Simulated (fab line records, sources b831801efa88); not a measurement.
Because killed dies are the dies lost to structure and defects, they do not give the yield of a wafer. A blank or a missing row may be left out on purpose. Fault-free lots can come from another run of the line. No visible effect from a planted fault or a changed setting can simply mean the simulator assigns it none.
What tool caused it? -- flow sfq line -- 14 lots, 42 wafers sampled, at 3 steps of a route of 325

WHAT THE GAUGES SHOWED, per wafer
SFQ_M6_RS_MEAS_938: measurement is done with a four-point probe.
lot,measured,on,M6_NB_RS (ohm/sq)
L793,day 67 12:51,film metro-04,0.884 0.886 0.894
L794,day 67 15:13,film metro-01,0.904 0.889 0.885
L796,day 67 21:13,film metro-02,0.888 0.891 0.883
L799,day 68 15:30,film metro-01,0.907 0.903 0.898
L800,day 69 03:16,film metro-01,0.884 0.896 0.890
L801,day 70 03:30,film metro-04,0.891 0.892 0.888
L802,day 70 23:19,film metro-04,0.895 0.887 0.888
L803,day 71 07:34,film metro-04,0.888 0.893 0.902
L804,day 71 08:57,film metro-02,0.906 0.899 0.894
L808,day 71 23:25,film metro-01,0.889 0.878 0.890
L810,day 72 12:35,film metro-01,0.884 0.888 0.891
L812,day 73 07:56,film metro-04,0.634 0.630 0.631
L813,day 73 13:56,film metro-02,0.636 0.635 0.630
L814,day 73 17:31,film metro-01,0.899 0.896 0.897

WHAT TOOL EACH LOT RAN ON (gives the tool, then ch and the chambers of the sampled wafers, and finally the start)
lot,SFQ_TRILAYER_I5_ETCH_VIA_ETCH_147,SFQ_TRILAYER_M6_DEP_SPUTTER_157
L793,"rie diel-03 ch 0,2,3, day 62 12:48","pvd sputter-03, day 67 12:43"
L794,"rie diel-04 ch 0,1, day 62 14:00","pvd sputter-06, day 67 15:07"
L796,"rie diel-04 ch 0,3, day 62 21:12","pvd sputter-06, day 67 21:07"
L799,"rie diel-04 ch 1,3, day 64 04:58","pvd sputter-06, day 68 15:22"
L800,"rie diel-02 ch 0,2,3, day 64 06:10","pvd sputter-04, day 69 03:11"
L801,"rie diel-04 ch 1,3, day 65 09:55","pvd sputter-06, day 70 03:23"
L802,"rie diel-04 ch 1,2,3, day 66 04:26","pvd sputter-04, day 70 23:13"
L803,"rie diel-03 ch 0,1,2, day 66 10:30","pvd sputter-03, day 71 07:28"
L804,"rie diel-04 ch 2,3, day 66 11:42","pvd sputter-04, day 71 08:49"
L808,"rie diel-02 ch 1,2,3, day 67 03:47","pvd sputter-06, day 71 23:17"
L810,"rie diel-02 ch 1,3, day 67 16:31","pvd sputter-03, day 72 12:29"
L812,"rie diel-02 ch 2,3, day 68 18:05","pvd sputter-06, day 73 07:49"
L813,"rie diel-02 ch 1,2,3, day 69 00:05","pvd sputter-06, day 73 13:49"
L814,"rie diel-03 ch 1,2,3, day 69 02:29","pvd sputter-04, day 73 17:25"
- SFQ_TRILAYER_I5_ETCH_VIA_ETCH_147: etches the open film in CHF3, stops on Nb, target depth 360 nm.
- SFQ_TRILAYER_M6_DEP_SPUTTER_157: material Nb, target thk 200 nm, time 133.3 s.

AS READ BY THE TOOLS THEMSELVES (means over the sampled wafers that have a number; for cases with no such wafer, the mark the record gives instead)
SFQ_TRILAYER_I5_ETCH_VIA_ETCH_147.
lot,tool,drypump motor current A (A),oes product au (a.u.)
L793,rie diel-03,5.8,0.983
L794,rie diel-04,5.0,0.991
L796,rie diel-04,5.9,0.988
L799,rie diel-04,5.2,0.992
L800,rie diel-02,5.6,0.993
L801,rie diel-04,5.6,0.989
L802,rie diel-04,5.8,0.993
L803,rie diel-03,5.4,0.991
L804,rie diel-04,6.4,0.987
L808,rie diel-02,5.6,0.989
L810,rie diel-02,6.2,0.983
L812,rie diel-02,5.2,0.982
L813,rie diel-02,5.6,0.980
L814,rie diel-03,5.5,0.989

SFQ_TRILAYER_M6_DEP_SPUTTER_157.
lot,tool,throttle valve pct (%)
L793,pvd sputter-03,30.8
L794,pvd sputter-06,30.3
L796,pvd sputter-06,30.6
L799,pvd sputter-06,30.4
L800,pvd sputter-04,28.9
L801,pvd sputter-06,30.3
L802,pvd sputter-04,29.3
L803,pvd sputter-03,31.2
L804,pvd sputter-04,30.0
L808,pvd sputter-06,30.1
L810,pvd sputter-03,30.8
L812,pvd sputter-06,29.8
L813,pvd sputter-06,30.0
L814,pvd sputter-04,31.0

THE ANSWER, worked out from the rows above alone
Rule: the usual values come from the lots themselves. Put in order of their means at a reading, lots are off if they are a third of the lots or fewer, leave a main group of 4 or more, and stand apart from it by a gap of 3 or more times the standard deviation of the main group's means; of several such gaps the widest counts. A main group whose means are all the same, to the digits that the tables above print for the reading, isn't used. A lot without any number at a reading at which 4 lots or more have one is off too. Any other lot the step has rows for is counted as sound. Order of review: gauges by route order, followed by the tools' own readings, for which a lot's mean as printed above is used. The first step at which some lot is off is used, and at that step the reading that is off furthest; a lot without a number counts as furthest.
Off: L812, L813, seen at SFQ_M6_RS_MEAS_938 (M6_NB_RS). The main group has a mean of 0.892 ohm/sq with a standard deviation of 0.0051.
If a tool, at a process step before that reading, ran all the lots that are off and no sound lot after the first of them, it fits. The gauges at SFQ_M6_RS_MEAS_938 are tried like those tools. This does not decide it: 2 tools fit, namely rie diel-02 at SFQ_TRILAYER_I5_ETCH_VIA_ETCH_147 and pvd sputter-06 at SFQ_TRILAYER_M6_DEP_SPUTTER_157.

WHAT THE SIMULATOR PUT IN
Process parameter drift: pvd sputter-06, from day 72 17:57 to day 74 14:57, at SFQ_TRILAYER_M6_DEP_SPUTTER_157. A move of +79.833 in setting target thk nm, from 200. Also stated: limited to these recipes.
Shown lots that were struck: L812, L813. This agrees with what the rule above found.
